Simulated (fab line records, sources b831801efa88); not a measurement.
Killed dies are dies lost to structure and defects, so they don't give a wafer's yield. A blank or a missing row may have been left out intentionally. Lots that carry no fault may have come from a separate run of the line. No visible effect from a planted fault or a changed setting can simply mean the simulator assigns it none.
Matching of chambers | flow gf180mcu | GF_M5_ETCH_09 on rie diel-03: 4 sister chambers
The step etches Si3N4 in CF4/O2, target depth 52 nm, time 11.6 s. 8 wafers are shown with their chamber, then 8 later ones without.

== EACH WAFER AND ITS CHAMBER ==
wafer  | chamber | drypump motor current A (A) | oes product au (a.u.)
L256.1 | 2       | 5.8                         | 1.001
L258.1 | 1       | 4.8                         | 1.013
L262.5 | 0       | 6.4                         | 0.991
L262.6 | 3       | 5.5                         | 1.006
L266.1 | 2       | 5.8                         | 1.023
L266.3 | 1       | 4.9                         | 1.005
L266.4 | 0       | 6.4                         | 0.993
L275.3 | 3       | 5.4                         | 0.993

== WAFERS WITH NO CHAMBER GIVEN ==
wafer  | drypump motor current A (A) | oes product au (a.u.)
L275.5 | 5.8                         | 1.031
L275.6 | 5.5                         | 0.999
L276.3 | 6.4                         | 0.994
L276.5 | 6.4                         | 0.998
L276.6 | 4.9                         | 1.008
L277.2 | 5.5                         | 1.003
L277.4 | 5.8                         | 1.012
L277.5 | 5.8                         | 1.030

== EACH ONE'S CHAMBER ==
wafer  | from the rows above | in truth
L275.5 | 2                   | 2
L275.6 | 3                   | 3
L276.3 | 0                   | 0
L276.5 | 0                   | 0
L276.6 | 1                   | 1
L277.2 | 3                   | 3
L277.4 | 2                   | 2
L277.5 | 2                   | 2
Placed correctly: 8 of 8. Left unplaced by these rows: 0. Number placed wrongly: 0.
How it was worked out, from the rows above alone: a wafer's distance from a chamber is the root of the sum, over the readings, of the square of ((its reading less the chamber's mean) divided by the reading's scatter). If the next closest chamber is less than 2 further off than the closest, the wafer can't be placed; otherwise it belongs to the closest. For every chamber, the mean is computed from those of its wafers that are shown. How the scatter is found: for the shown wafers, subtract from each reading the mean of its chamber, square and add these, divide the total by (wafers less chambers), then take the root.
